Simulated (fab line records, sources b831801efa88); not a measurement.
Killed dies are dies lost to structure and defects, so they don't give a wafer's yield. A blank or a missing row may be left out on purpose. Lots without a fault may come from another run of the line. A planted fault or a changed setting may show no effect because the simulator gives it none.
fab line records | flow sky130
record lots=6 wafers=18 last_day=50
route steps=708 shown METAL1@446 VIA1@458 METAL2@483 PAD_OPEN@708
lots that met no fault: from a run of the same line without faults
start_h: hours from the record's first day to the start of the lot's first wafer shown | wait_h: hours since the lot's step before | " the same as in the row above | L1.1+2: a row that stands for several wafers | - no value, or no start given | * or withheld: withheld | < > ~ a bound
route shown NAME@n: a module of which the file shows steps, and the number in the route of the first | usual: mean/standard deviation of fault-free wafers | same: alike in all rows | chamber/n: place in a boat | sites: the reading at each site | _std_site: their standard deviation | _edge_site: outer sites' mean less inner sites' | radius_mm: how far each site lies from the wafer's centre | mask NAME#n: copy n | behind: the tool/chamber that last shaped the wafer | hold: why the lot was held/for how many hours/how that ended | device: the transistor (n, p or np) that didn't switch | end of line: the same wafers' tests at the end of the route | a step without rows: its recipe alone | killed: dies lost to structure and defects at the first sort, not the wafer's yield | map: a wafer's dies, x killed, . not, _ none there
set.NAME: the setting as run; set.NAME@STEP: as run at that earlier step | model.NAME: the simulator's own value behind a step, which no gauge read
lots at some steps of the route; a table a step, a row a wafer
services: from which hour (start_h, from the record's first day; less than 0 if before it) a tool's chamber was out of use, for how many hours, and why
## steps
# step SKY_METAL1_EXPOSE_12
# recipe mask_id=MM1 na=0.8 source_shape=annular sigma_inner=0.55 sigma_outer=0.85 target_cd_nm=140 dose_mj=28
# step SKY_METAL1_PEB_13
# recipe peb_temp_c=withheld peb_time_s=withheld resist=KrF-thick
# step SKY_METAL1_DEVELOP_14
# recipe develop_time_s=60 resist=KrF-thick dev_temp_c=21
# step SKY_METAL1_CD_MEAS_15
# recipe target_cd_nm=140
# usual cd_nm=139.9/1.6
# columns lot.wafer tool chamber start_h wait_h cd_nm
L944.1 cd_sem-02 - 753.86 - 140.7
L944.3 " - " " 140.0
L944.6 " - " " 140.7
L943.1 cd_sem-02 - 757.11 - 140.6
L943.4 " - " " 139.6
L943.6 " - " " 140.3
L955.3 cd_sem-01 - 857.65 - 139.3
L955.5 " - " " 138.8
L955.6 " - " " 138.0
L956.1 cd_sem-01 - 863.71 - 143.6
L956.2 " - " " 140.3
L956.3 " - " " 140.5
L961.1 cd_sem-02 - 899.57 - 138.8
L961.5 " - " " 137.7
L961.6 " - " " 137.5
L966.1 cd_sem-01 - 934.97 - 139.0
L966.4 " - " " 139.0
L966.6 " - " " 140.5
# step SKY_METAL1_OVL_MEAS_16
# usual METAL1_OVL=2/5.2
# columns lot.wafer tool chamber start_h wait_h METAL1_OVL[nm]
L944.1 overlay-01 - 753.98 0.1 -6
L944.3 " - " " -9
L944.6 " - " " -9
L943.1 overlay-01 - 757.23 0.1 -1
L943.4 " - " " -1
L943.6 " - " " -1
L955.3 overlay-01 - 857.74 0.1 10
L955.5 " - " " 8
L955.6 " - " " 6
L956.1 overlay-01 - 863.83 0.1 5
L956.2 " - " " 2
L956.3 " - " " 0
L961.1 overlay-01 - 899.69 0.1 6
L961.5 " - " " 7
L961.6 " - " " 6
L966.1 overlay-02 - 935.09 0.1 1
L966.4 " - " " 0
L966.6 " - " " -5
# step SKY_METAL1_DESCUM_17
# recipe chemistry=O2 source_power_w=150 bias_power_w=0 pressure_mtorr=10 temp_c=40 time_s=8
# step SKY_METAL1_ETCH_18
# recipe chemistry=N2/H2 target=BARC ion_energy_ev=200 bias_w=100 pressure_mtorr=30 n2_flow_sccm=100 h2_flow_sccm=200 icp_w=500 stop_on=SiO2 time_s=45.9 target_depth_a=600
# step SKY_METAL1_METAL_ETCH_19
# recipe target_depth_a=3600 stop_on=SiO2 over_etch_frac=0.3 time_s=78 chemistry=Cl2/BCl3 resist_sidewall_deg=88 pressure_mtorr=10 icp_w=900 bias_w=48.5 Cl2_flow_sccm=60 bcl3_flow_sccm=30
# step SKY_METAL1_STRIP_20
# recipe chemistry=O2/N2 power_w=1400 pressure_mtorr=1500 platen_temp_c=withheld o2_flow_sccm=3000 n2_flow_sccm=300 overash_fraction=0.5
# step SKY_METAL1_STRIP_21
# recipe chemistry=post_etch_residue_remover time_s=1200 temp_c=72.5
# step SKY_METAL1_CLEAN_22
# recipe chemistry=IPA time_s=180 temp_c=25
# step SKY_METAL1_CLEAN_23
# recipe chemistry=O3/DIW dry=n2_spin
# step SKY_VIA1_HDPCVD_00
# recipe material=SiO2 target_thk_nm=1030 sigma_open_frac=0.3 time_s=171.7 temp_c=400 sih4_flow_sccm=60 pressure_mtorr=6
# columns lot.wafer tool chamber start_h wait_h
L944.1+3+6 hdpcvd-01 0,1,0 754.80 0.0
L943.1+4+6 hdpcvd-02 1,0,1 758.14 0.0
L955.3+5+6 hdpcvd-01 1,2,0 858.55 0.0
L956.1+2+3 hdpcvd-01 2,0,1 864.65 0.0
L961.1+5+6 hdpcvd-02 2,0,1 900.54 0.0
L966.1+4+6 hdpcvd-02 2,0,2 936.12 0.0
# step SKY_VIA1_THK_MEAS_01
# recipe reads=SiO2_of_VIA1_HDPCVD_00
# usual VIA1_HDPCVD_THK=1027/12
# columns lot.wafer tool chamber start_h wait_h VIA1_HDPCVD_THK[nm]
L944.1 film_metro-02 - 754.91 0.1 1027
L944.3 " - " " 1009
L944.6 " - " " 1017
L943.1 film_metro-02 - 758.31 0.1 1018
L943.4 " - " " 1021
L943.6 " - " " 1019
L955.3 film_metro-02 - 858.68 0.1 1028
L955.5 " - " " 1026
L955.6 " - " " 1037
L956.1 film_metro-02 - 864.76 0.1 1030
L956.2 " - " " 1019
L956.3 " - " " 1012
L961.1 film_metro-02 - 900.66 0.1 1014
L961.5 " - " " 1027
L961.6 " - " " 1010
L966.1 film_metro-03 - 936.23 0.1 1026
L966.4 " - " " 1026
L966.6 " - " " 1014
# step SKY_VIA1_CMP_02
# recipe material=SiO2 down_force_psi=4 platen_rpm=60 pad_velocity_m_s=0.94248
# usual motor_current_A=12.1/1.8
# columns lot.wafer tool chamber start_h wait_h motor_current_A
L944.3 cmp-02 1 755.02 0.1 9.7
L944.1 " 2 " " 12.7
L944.6 " 0 " " 10.1
L943.1 cmp-02 1 758.47 0.1 9.6
L943.4 " 2 " " 12.4
L943.6 " 0 " " 10.2
L955.3 cmp-01 0 858.87 0.2 13.2
L955.6 " 1 " " 11.9
L955.5 " 2 " " 11.4
L956.1 cmp-02 1 864.82 0.1 9.5
L956.2 " 2 " " 12.2
L956.3 " 3 " " 16.1
L961.1 cmp-02 1 900.82 0.1 9.4
L961.5 " 3 " " 15.3
L961.6 " 0 " " 11.0
L966.1 cmp-01 2 936.39 0.1 11.4
L966.4 " 3 " " 12.6
L966.6 " 0 " " 13.5
# step SKY_VIA1_BOW_MEAS_03
# recipe mode=bow
# usual VIA1_BOW=80/7.6
# columns lot.wafer tool chamber start_h wait_h VIA1_BOW[um]
L944.1 film_metro-02 - 755.27 0.1 89
L944.3 " - " " 93
L944.6 " - " " 82
L943.1 film_metro-03 - 758.67 0.1 72
L943.4 " - " " 80
L943.6 " - " " 73
L955.3 film_metro-02 - 859.06 0.1 89
L955.5 " - " " 63
L955.6 " - " " 82
L956.1 film_metro-03 - 865.12 0.2 85
L956.2 " - " " 97
L956.3 " - " " 97
L961.1 film_metro-01 - 901.02 0.1 80
L961.5 " - " " 78
L961.6 " - " " 81
L966.1 film_metro-01 - 936.59 0.1 72
L966.4 " - " " 78
L966.6 " - " " 73
# step SKY_VIA1_DEHYDRATE_04
# recipe temp_c=200 time_s=60
# step SKY_VIA1_HMDS_05
# recipe prime_time_s=60 prime_temp_c=120
# step SKY_VIA1_COAT_06
# recipe resist=BARC temp_c=withheld time_s=withheld spin_rpm=3000 resist_thk_nm=60
# step SKY_VIA1_COAT_07
# recipe resist=KrF-thick spin_rpm=3000 resist_thk_nm=450
# step SKY_VIA1_SOFTBAKE_08
# recipe temp_c=100 time_s=90 resist=KrF-thick
# step SKY_VIA1_EXPOSE_09
# recipe mask_id=VIM na=0.8 source_shape=annular sigma_inner=0.55 sigma_outer=0.85 target_cd_nm=150 dose_mj=38
# step SKY_VIA1_PEB_10
# recipe peb_temp_c=withheld peb_time_s=withheld resist=KrF-thick
# step SKY_VIA1_DEVELOP_11
# recipe develop_time_s=60 resist=KrF-thick dev_temp_c=21
# step SKY_VIA1_CD_MEAS_12
# recipe target_cd_nm=150
# usual cd_nm=149.6/1.4
# columns lot.wafer tool chamber start_h wait_h cd_nm
L944.1 cd_sem-01 - 781.76 - 147.8
L944.3 " - " " 147.5
L944.6 " - " " 147.6
L943.1 cd_sem-02 - 785.50 - 148.6
L943.4 " - " " 151.0
L943.6 " - " " 151.2
L955.3 cd_sem-02 - 884.75 - 149.7
L955.5 " - " " 148.7
L955.6 " - " " 148.7
L956.1 cd_sem-01 - 890.41 - 149.0
L956.2 " - " " 149.9
L956.3 " - " " 149.3
L961.1 cd_sem-01 - 924.91 - 150.5
L961.5 " - " " 150.1
L961.6 " - " " 148.8
L966.1 cd_sem-01 - 961.46 - 150.0
L966.4 " - " " 151.6
L966.6 " - " " 149.6
# step SKY_VIA1_OVL_MEAS_13
# usual VIA1_OVL=3/5.9
# columns lot.wafer tool chamber start_h wait_h VIA1_OVL[nm]
L944.1 overlay-02 - 781.88 0.1 5
L944.3 " - " " 4
L944.6 " - " " 10
L943.1 overlay-01 - 785.62 0.1 7
L943.4 " - " " 1
L943.6 " - " " 6
L955.3 overlay-01 - 884.84 0.1 -3
L955.5 " - " " -1
L955.6 " - " " 2
L956.1 overlay-02 - 890.53 0.1 7
L956.2 " - " " -6
L956.3 " - " " 1
L961.1 overlay-02 - 925.03 0.1 -2
L961.5 " - " " -3
L961.6 " - " " -7
L966.1 overlay-01 - 961.58 0.1 5
L966.4 " - " " 10
L966.6 " - " " 6
# step SKY_VIA1_ETCH_14
# recipe chemistry=N2/H2 target=BARC ion_energy_ev=200 source_w=500 bias_w=100 pressure_mtorr=30 n2_flow_sccm=100 h2_flow_sccm=200 stop_on=SiO2 time_s=45.9 target_depth_a=600
# usual drypump_motor_current_A=5.6/0.46 oes_product_au=0.855/0.0047 rf_fwd_power_W=495.1/1.8 throttle_valve_pct=13.225/0.0096
# columns lot.wafer tool chamber start_h wait_h drypump_motor_current_A oes_product_au rf_fwd_power_W rf_hours_counter_h throttle_valve_pct
L944.1 rie_diel-02 1 781.92 0.0 5.3 0.860 494.9 2 13.208
L944.3 " 0 " " 5.0 0.854 496.8 4 13.225
L944.6 " 0 " " 5.0 0.857 497.3 - 13.236
L943.1 rie_diel-04 1 785.66 0.0 5.4 0.856 497.7 6 13.226
L943.4 " 3 " " 5.3 0.854 496.2 15 13.232
L943.6 " 1 " " 5.4 0.851 496.4 - 13.211
L955.3 rie_diel-02 3 884.87 0.0 5.7 0.855 492.0 12 13.212
L955.5 " 2 " " 6.2 0.855 497.5 - 13.219
L955.6 " 3 " " 5.7 0.854 493.7 - 13.227
L956.1 rie_diel-03 3 890.57 0.0 5.5 0.858 494.3 17 13.222
L956.2 " 1 " " 5.5 0.853 495.5 10 13.233
L956.3 " 2 " " 5.1 0.851 495.1 10 13.224
L961.1 rie_diel-04 2 925.07 0.0 5.2 0.853 495.7 7 13.231
L961.5 " 0 " " 5.9 0.858 494.3 - 13.242
L961.6 " 3 " " 5.4 0.850 495.9 - 13.235
L966.1 rie_diel-02 1 961.62 0.0 5.2 0.851 495.3 7 13.212
L966.4 " 2 " " 6.2 0.855 496.4 11 13.215
L966.6 " 1 " " 5.2 0.851 495.5 - 13.222
# step SKY_VIA1_ETCH_15
# recipe target=SiO2 chemistry=C4F8/O2/Ar target_depth_nm=351 stop_on=TiN mask_material=KrF-thick source_w=1500 bias_w=1200 pressure_mtorr=40 c4f8_flow_sccm=withheld O2_flow_sccm=6 Ar_flow_sccm=300 time_s=54
# usual oes_product_au=0.983/0.0067 rf_fwd_power_W=1488/5.4
# columns lot.wafer tool chamber start_h wait_h oes_product_au rf_fwd_power_W rf_hours_counter_h
L944.1 rie_diel-02 1 781.96 0.0 0.988 1485 2
L944.3 " 0 " " 0.992 1484 4
L944.6 " 0 " " 0.982 1486 -
L943.1 rie_diel-04 1 785.70 0.0 0.978 1492 6
L943.4 " 3 " " 0.978 1491 15
L943.6 " 1 " " 0.984 1498 -
L955.3 rie_diel-02 3 884.91 0.0 0.986 1483 12
L955.5 " 2 " " 0.972 1497 -
L955.6 " 3 " " 0.987 1485 -
L956.1 rie_diel-03 3 890.61 0.0 0.986 1492 17
L956.2 " 1 " " 0.975 1484 10
L956.3 " 2 " " 0.986 1488 10
L961.1 rie_diel-04 2 925.11 0.0 0.987 1489 8
L961.5 " 0 " " 0.984 1488 -
L961.6 " 3 " " 0.991 1489 -
L966.1 rie_diel-02 1 961.66 0.0 0.987 1489 7
L966.4 " 2 " " 0.977 1491 11
L966.6 " 1 " " 0.990 1486 -
# step SKY_VIA1_STRIP_16
# recipe chemistry=O2/N2 power_w=1400 pressure_mtorr=1500 platen_temp_c=withheld o2_flow_sccm=3000 n2_flow_sccm=300 overash_fraction=0.5
# step SKY_VIA1_STRIP_17
# recipe chemistry=post_etch_residue_remover time_s=1200 temp_c=72.5
# step SKY_VIA1_CLEAN_18
# recipe chemistry=IPA time_s=180 temp_c=25
# step SKY_VIA1_CLEAN_19
# recipe chemistry=O3/DIW dry=n2_spin
# step SKY_VIA1_SPUTTER_20
# recipe material=TiN target_thk_nm=20 chamber_pressure_pa=5 power_w=4000 time_s=80
# step SKY_VIA1_CVD_21
# recipe material=W target_thk_nm=270 time_s=80.902 temp_c=400 pressure_torr=40
# step SKY_VIA1_RS_MEAS_22
# recipe thk_meas_gauge=four-point-probe reads=W_of_VIA1_CVD_21+TiN_of_VIA1_SPUTTER_20
# usual VIA1_W_RS=0.429/0.0039
# columns lot.wafer tool chamber start_h wait_h VIA1_W_RS[ohm/sq]
L944.1 film_metro-02 - 782.77 0.1 0.430
L944.3 " - " " 0.428
L944.6 " - " " 0.431
L943.1 film_metro-01 - 786.57 0.1 0.421
L943.4 " - " " 0.423
L943.6 " - " " 0.424
L955.3 film_metro-02 - 885.84 0.1 0.431
L955.5 " - " " 0.430
L955.6 " - " " 0.429
L956.1 film_metro-02 - 891.76 0.1 0.431
L956.2 " - " " 0.432
L956.3 " - " " 0.433
L961.1 film_metro-01 - 925.90 0.1 0.425
L961.5 " - " " 0.426
L961.6 " - " " 0.427
L966.1 film_metro-03 - 962.49 0.1 0.433
L966.4 " - " " 0.430
L966.6 " - " " 0.431
# step SKY_VIA1_THK_MEAS_23
# recipe thk_meas_gauge=xrf reads=W_of_VIA1_CVD_21
# usual VIA1_W_THK=264.2/2.8
# columns lot.wafer tool chamber start_h wait_h VIA1_W_THK[nm]
L944.1 film_metro-02 - 782.89 0.1 264.1
L944.3 " - " " 263.7
L944.6 " - " " 263.8
L943.1 film_metro-01 - 786.69 0.1 269.8
L943.4 " - " " 270.5
L943.6 " - " " 268.4
L955.3 film_metro-02 - 885.94 0.1 263.4
L955.5 " - " " 262.6
L955.6 " - " " 265.5
L956.1 film_metro-02 - 891.88 0.1 265.1
L956.2 " - " " 263.0
L956.3 " - " " 262.6
L961.1 film_metro-01 - 926.02 0.1 264.7
L961.5 " - " " 265.4
L961.6 " - " " 264.5
L966.1 film_metro-03 - 962.61 0.1 262.1
L966.4 " - " " 263.4
L966.6 " - " " 264.1
# step SKY_VIA1_CMP_24
# recipe stop_on=SiO2 t_overpolish_s=15 down_force_psi=3.5 platen_rpm=60 target_thk_nm=0 pad_velocity_m_s=0.94248
# usual motor_current_A=11.3/1.6 overpolish_run_s=15.000/0.0099 time_to_endpoint_s=66/4.6
# columns lot.wafer tool chamber start_h wait_h motor_current_A overpolish_run_s time_to_endpoint_s
L944.1 cmp-02 2 782.95 0.1 11.8 14.992 62
L944.3 " 1 " " 8.8 15.004 68
L944.6 " 3 " " 14.7 15.002 66
L943.4 cmp-02 1 786.80 0.1 8.6 14.986 69
L943.1 " 3 " " 13.3 14.998 66
L943.6 " 0 " " 10.0 14.998 68
L955.3 cmp-01 2 886.13 0.2 11.1 14.993 60
L955.5 " 3 " " 12.0 14.998 59
L955.6 " 0 " " 12.2 14.996 65
L956.1 cmp-01 3 891.99 0.1 11.6 14.996 58
L956.3 " 0 " " 12.8 14.996 62
L956.2 " 1 " " 10.7 15.011 64
L961.1 cmp-02 2 926.23 0.2 11.0 15.013 69
L961.6 " 3 " " 14.6 15.003 71
L961.5 " 0 " " 9.3 14.996 76
L966.1 cmp-02 1 962.72 0.1 8.8 14.992 72
L966.4 " 2 " " 10.8 14.999 62
L966.6 " 0 " " 9.7 14.998 74
# step SKY_METAL2_SPUTTER_00
# recipe material=Ti target_thk_nm=15 power_w=3000 time_s=10 chamber_pressure_pa=0.4
# usual throttle_valve_pct=29.5/1.2
# columns lot.wafer tool chamber start_h wait_h throttle_valve_pct
L944.1 pvd_sputter-03 - 783.25 0.2 30.1
L944.3 " - " " 29.2
L944.6 " - " " 29.5
L943.1 pvd_sputter-02 - 787.05 0.1 30.6
L943.4 " - " " 30.9
L943.6 " - " " 30.2
L955.3 pvd_sputter-03 - 886.28 0.1 29.6
L955.5 " - " " 29.3
L955.6 " - " " 27.7
L956.1 pvd_sputter-03 - 892.24 0.2 27.6
L956.2 " - " " 30.4
L956.3 " - " " 29.3
L961.1 pvd_sputter-03 - 926.38 0.1 30.1
L961.5 " - " " 29.7
L961.6 " - " " 30.2
L966.1 pvd_sputter-04 - 962.97 0.2 27.6
L966.4 " - " " 29.9
L966.6 " - " " 27.4
# step SKY_METAL2_SPUTTER_01
# recipe material=TiN target_thk_nm=20 power_w=6500 time_s=16.7 chamber_pressure_pa=0.4
# step SKY_METAL2_SPUTTER_02
# recipe material=AlCu target_thk_nm=250 power_w=10600 time_s=13.3 chamber_pressure_pa=0.4
# step SKY_METAL2_SPUTTER_03
# recipe material=Ti target_thk_nm=5 power_w=3000 time_s=3.3 chamber_pressure_pa=0.4
# step SKY_METAL2_SPUTTER_04
# recipe material=TiN target_thk_nm=70 power_w=6500 time_s=58.3 chamber_pressure_pa=0.4
# step SKY_PAD_OPEN_PROBE_99
# usual defect_limited_yield=82.5/1.9 killed_at_M0_to_M3=43/6.6 killed_at_M4_up=3.0/1.8 killed_at_contacts=24/5.1 killed_at_front_end=16/4.5 killed_at_other=0.3/0.67 killed_dies=86/9.3 killed_on_rim=17/3.8 killed_open=47/6.9 killed_short=39/6.6 sort_bin_3_pad_short=0.9/0.41 sort_bin_5_function=10.4/1.4 sort_bin_6_memory=6.2/1.1 sort_n_pass=406/9.3 sort_yield_pct=82.5/1.9
# same gross_dies=492 killed_at_back_side=0 sort_bin_4_leakage[%]=0 sort_bin_8_speed[%]=0
# columns lot.wafer tool chamber start_h wait_h defect_limited_yield[%] killed_at_M0_to_M3 killed_at_M4_up killed_at_contacts killed_at_front_end killed_at_other killed_dies killed_on_rim killed_open killed_short sort_bin_3_pad_short[%] sort_bin_5_function[%] sort_bin_6_memory[%] sort_n_pass sort_yield_pct[%] model.etest.tester.sort_n_pass model.etest.tester.sort_yield_pct model.etest.tester.sort_bin_5_pct model.etest.tester.sort_bin_3_pct
L944.1 prober-02 - 1064.98 0.1 84.6 38 1 28 9 0 76 15 39 35 0.2 10.4 4.9 416 84.6 416 84.55 10.37 0.2033
L944.3 prober-02 - 1065.08 0.2 83.1 39 3 28 13 0 83 14 48 34 0.8 10.2 5.9 409 83.1 409 83.13 10.16 0.813
L944.6 prober-02 - 1065.23 0.2 86.4 39 6 13 9 0 67 20 33 34 0.8 9.8 3.0 425 86.4 425 86.38 9.756 0.813
L943.1 prober-01 - 1069.08 0.1 81.9 52 3 22 12 0 89 16 51 35 1.0 10.4 6.7 403 81.9 403 81.91 10.37 1.016
L943.4 prober-01 - 1069.23 0.2 83.5 39 3 21 18 0 81 13 46 35 1.0 11.0 4.5 411 83.5 411 83.54 10.98 1.016
L943.6 prober-01 - 1069.33 0.2 80.7 47 6 28 14 0 95 23 47 48 1.0 10.6 7.7 397 80.7 397 80.69 10.57 1.016
L955.3 prober-02 - 1147.99 0.2 82.7 44 1 33 7 0 85 19 49 36 1.4 10.4 5.5 407 82.7 407 82.72 10.37 1.423
L955.5 prober-02 - 1148.09 0.2 69.9 109 1 25 13 0 148 19 42 35 4.7 17.3 8.1 344 69.9 344 69.92 17.28 4.675
L955.6 prober-02 - 1148.14 0.2 82.5 49 2 20 15 0 86 15 54 32 0.8 11.4 5.3 406 82.5 406 82.52 11.38 0.813
L956.1 prober-01 - 1149.39 0.1 69.3 112 3 19 17 0 151 19 40 36 4.5 17.7 8.5 341 69.3 341 69.31 17.68 4.472
L956.2 prober-01 - 1149.44 0.1 83.1 41 0 21 21 0 83 20 42 41 0.4 10.0 6.5 409 83.1 409 83.13 9.959 0.4065
L956.3 prober-01 - 1149.49 0.2 82.1 42 4 30 12 0 88 25 57 31 1.0 11.0 5.9 404 82.1 404 82.11 10.98 1.016
L961.1 prober-02 - 1174.98 0.1 81.7 38 1 27 22 2 90 23 49 41 1.0 11.2 6.1 402 81.7 402 81.71 11.18 1.016
L961.5 prober-02 - 1175.18 0.2 82.1 48 5 21 14 0 88 16 52 36 0.6 8.9 8.3 404 82.1 404 82.11 8.943 0.6098
L961.6 prober-02 - 1175.23 0.2 79.3 55 2 25 20 0 102 30 59 42 1.0 12.2 7.5 390 79.3 390 79.27 12.2 1.016
L966.1 prober-02 - 1197.90 0.1 79.5 49 2 32 18 0 101 15 59 42 0.8 12.2 7.5 391 79.5 391 79.47 12.2 0.813
L966.4 prober-02 - 1198.05 0.2 81.3 45 3 28 16 0 92 17 38 53 1.2 12.2 5.3 400 81.3 400 81.3 12.2 1.22
L966.6 prober-02 - 1198.15 0.2 85.6 35 0 19 17 0 71 11 45 26 1.0 8.5 4.9 421 85.6 421 85.57 8.537 1.016
# killed by level:class
L944.1 CONTACT:geometric_particle:open=10 VIA3:geometric_particle:open=8 LI_CONTACT:geometric_particle:open=7 VIA1:geometric_particle:open=7 VIA1:geometric_particle:short=6 CONTACT:geometric_particle:short=6 METAL1:geometric_particle:short=4 VIA3:geometric_particle:short=4
L944.3 VIA3:geometric_particle:open=10 VIA1:geometric_particle:open=8 CONTACT:geometric_particle:open=7 VIA2:geometric_particle:open=7 LI_CONTACT:geometric_particle:open=6 LI_CONTACT:geometric_particle:short=6 FIELD_ISO:geometric_particle:open=5 CONTACT:geometric_particle:short=5
L944.6 VIA1:geometric_particle:open=10 VIA3:geometric_particle:open=6 CONTACT:geometric_particle:open=6 VIA2:geometric_particle:short=6 VIA3:geometric_particle:short=5 METAL4:geometric_particle:short=4 FIELD_ISO:geometric_particle:open=3 POLY_CUT:geometric_particle:short=3
L943.1 VIA1:geometric_particle:open=14 LI_CONTACT:geometric_particle:open=7 VIA3:geometric_particle:open=7 CONTACT:geometric_particle:open=6 VIA1:geometric_particle:short=6 METAL1:geometric_particle:short=4 POLY_GATE:geometric_particle:open=4 VIA2:geometric_particle:open=4
L943.4 VIA1:geometric_particle:open=16 FIELD_ISO:geometric_particle:open=7 CONTACT:geometric_particle:open=7 LI_CONTACT:geometric_particle:open=5 FIELD_ISO:geometric_particle:short=4 CONTACT:geometric_particle:short=4 VIA1:geometric_particle:short=4 POLY_GATE:geometric_particle:short=3
L943.6 VIA1:geometric_particle:open=14 CONTACT:geometric_particle:open=8 CONTACT:geometric_particle:short=8 FIELD_ISO:geometric_particle:short=7 LI_CONTACT:geometric_particle:open=7 METAL3:geometric_particle:short=6 VIA1:geometric_particle:short=6 VIA3:geometric_particle:open=6
L955.3 CONTACT:geometric_particle:open=18 VIA1:geometric_particle:open=15 METAL2:geometric_particle:short=6 LOCAL_INTERCONNECT:geometric_particle:short=5 CONTACT:geometric_particle:short=5 VIA2:geometric_particle:short=5 LI_CONTACT:geometric_particle:open=4 VIA2:geometric_particle:open=4
L955.5 VIA1:unspecified=71 VIA1:geometric_particle:open=11 CONTACT:geometric_particle:open=10 METAL1:geometric_particle:short=7 VIA3:geometric_particle:open=7 FIELD_ISO:geometric_particle:open=5 LI_CONTACT:geometric_particle:open=5 LI_CONTACT:geometric_particle:short=5
L955.6 VIA1:geometric_particle:open=10 CONTACT:geometric_particle:open=9 VIA3:geometric_particle:open=9 VIA1:geometric_particle:short=6 LI_CONTACT:geometric_particle:open=5 METAL2:geometric_particle:short=5 VIA2:geometric_particle:open=5 FIELD_ISO:geometric_particle:open=3
L956.1 VIA1:unspecified=75 CONTACT:geometric_particle:open=8 VIA2:geometric_particle:short=6 METAL2:geometric_particle:short=6 VIA3:geometric_particle:open=6 FIELD_ISO:geometric_particle:short=5 VIA1:geometric_particle:open=5 FIELD_ISO:geometric_particle:open=4
L956.2 VIA2:geometric_particle:open=9 FIELD_ISO:geometric_particle:short=7 VIA1:geometric_particle:open=7 CONTACT:geometric_particle:open=6 VIA3:geometric_particle:open=6 CONTACT:geometric_particle:short=5 METAL2:geometric_particle:short=5 POLY_GATE:geometric_particle:short=4
L956.3 VIA1:geometric_particle:open=13 LI_CONTACT:geometric_particle:open=12 CONTACT:geometric_particle:open=10 VIA2:geometric_particle:open=6 VIA3:geometric_particle:open=6 CONTACT:geometric_particle:short=5 METAL1:geometric_particle:short=4 FIELD_ISO:geometric_particle:open=3
L961.1 LI_CONTACT:geometric_particle:open=10 CONTACT:geometric_particle:open=8 FIELD_ISO:geometric_particle:open=7 FIELD_ISO:geometric_particle:short=7 VIA1:geometric_particle:open=7 LOCAL_INTERCONNECT:geometric_particle:short=5 VIA1:geometric_particle:short=5 VIA2:geometric_particle:open=5
L961.5 VIA1:geometric_particle:open=11 VIA3:geometric_particle:open=8 VIA2:geometric_particle:open=8 POLY_GATE:geometric_particle:open=5 LI_CONTACT:geometric_particle:open=5 CONTACT:geometric_particle:open=5 METAL2:geometric_particle:short=5 LOCAL_INTERCONNECT:geometric_particle:short=4
L961.6 VIA1:geometric_particle:open=13 METAL2:geometric_particle:short=12 CONTACT:geometric_particle:open=10 LI_CONTACT:geometric_particle:open=7 VIA2:geometric_particle:open=7 VIA3:geometric_particle:open=6 FIELD_ISO:geometric_particle:open=5 VIA1:geometric_particle:short=5
L966.1 VIA1:geometric_particle:open=16 LI_CONTACT:geometric_particle:open=12 CONTACT:geometric_particle:open=10 VIA2:geometric_particle:open=7 VIA1:geometric_particle:short=6 METAL1:geometric_particle:short=6 FIELD_ISO:geometric_particle:short=5 LOCAL_INTERCONNECT:geometric_particle:short=5
L966.4 METAL1:geometric_particle:short=12 CONTACT:geometric_particle:open=11 LI_CONTACT:geometric_particle:open=6 VIA2:geometric_particle:open=6 FIELD_ISO:geometric_particle:short=5 CONTACT:geometric_particle:short=5 VIA2:geometric_particle:short=5 FIELD_ISO:geometric_particle:open=4
L966.6 CONTACT:geometric_particle:open=7 POLY_GATE:geometric_particle:short=7 VIA1:geometric_particle:open=7 VIA2:geometric_particle:open=7 VIA3:geometric_particle:open=6 LI_CONTACT:geometric_particle:open=6 METAL2:geometric_particle:short=6 METAL1:geometric_particle:short=4
# map L955.5 (x killed, . not)
__________.........._________
________x.x.x....x...._______
______x.x..xx.x........._____
_____....x......x.x......____
____..x..x.x..xx.........x___
___.........x...........x..__
__...........xx..........xx._
_x....x.....xxxx..x....xx..x.
_..x.....x..xx.x.....x...x...
_.x.........x............x...
_.........x.......x.....xx..x
_.....x....x........x.....x..
_..x..xxxxxxx.x....x.....xx.x
_.xx.x.xxxxxxxxx............x
_....xxxxxxxxxxxx....x...x...
__.xx.xxxxxxxxxx....x..x...._
___..xxxxxxxxxxx.........xx__
____..xxxxxxxxxx..........___
_____..xxxxxxx......x...x____
______...xx.x..x.....x.x_____
________..x.x........._______
__________...x......_________
# map L956.1 (x killed, . not)
__________.x........_________
________...x....x..x.._______
______....x....x.....xx._____
_____x.....xx.xx..x.x.x..____
____..x.....x.......xxxx..___
___..............xx....x.x.__
__x...........x.x.........x._
_....x........x..x...........
_.............x....x..x......
_.........................xx.
_.x.......xx..x...x.....x.x..
_......xxx..xxx.........x....
_x....xxxxxxxxxx.....x....x..
_x..xxxxxxxxxxx..x.......x...
_x...xxxxxxxxxxx......x..x...
__...xxxxxxxxxxx......x.x..._
___..xxxxxxxxxxxx....x.....__
____..xxxxxxxxx........xxx___
_____..xxx.xxxxxx...x.x.x____
______..xx.x............_____
________.x.......x.x.._______
__________....xx...._________
## services
# columns tool chamber start_h hours kind
cmp-01 - 738.47 2.0 repair
cmp-01 - 753.95 0.7 repair
hdpcvd-02 2 754.83 13.1 repair
cmp-01 - 759.44 4.0 pm
hdpcvd-01 - 764.70 2.8 pm
cmp-01 - 768.78 6.8 pm
rie_diel-02 1 797.83 3.8 repair
hdpcvd-02 - 808.72 1.3 repair
pvd_sputter-03 - 821.30 1.0 repair
rie_diel-02 - 826.96 4.3 pm
cmp-01 - 830.07 1.5 repair
cmp-02 - 843.07 4.3 repair
pvd_sputter-03 - 844.45 10.9 repair
rie_diel-04 2 847.22 3.9 repair
cmp-02 - 861.57 3.0 pm
cmp-01 - 879.41 0.2 repair
rie_diel-04 2 879.70 11.7 repair
cmp-01 - 881.21 0.3 repair
cmp-01 - 891.57 0.3 repair
rie_diel-02 2 903.09 1.9 repair
cmp-02 - 912.29 4.0 pm
cmp-01 - 923.52 2.9 repair
cmp-02 - 951.09 0.5 repair
rie_diel-04 3 959.72 10.0 repair
## key
first_sign step=SKY_PAD_OPEN_PROBE_99 reading=killed_at_M0_to_M3 direction=up sigmas=10 usual=43 struck=110
effect step=SKY_PAD_OPEN_PROBE_99 reading=sort_bin_3_pad_short direction=up sigmas=9 usual=0.9 struck=4.6
model_effect step=SKY_PAD_OPEN_PROBE_99 value=etest.tester.sort_n_pass without=404.5 struck=342.5
met_at SKY_VIA1_HDPCVD_00
struck_wafers L955.5,L956.1
fault kind=chamber_particle_source tool=hdpcvd-01 chamber=2 onset_h=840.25 steps=SKY_VIA1_HDPCVD_00 rate_per_visit_cm2=2.0126 end_h=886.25
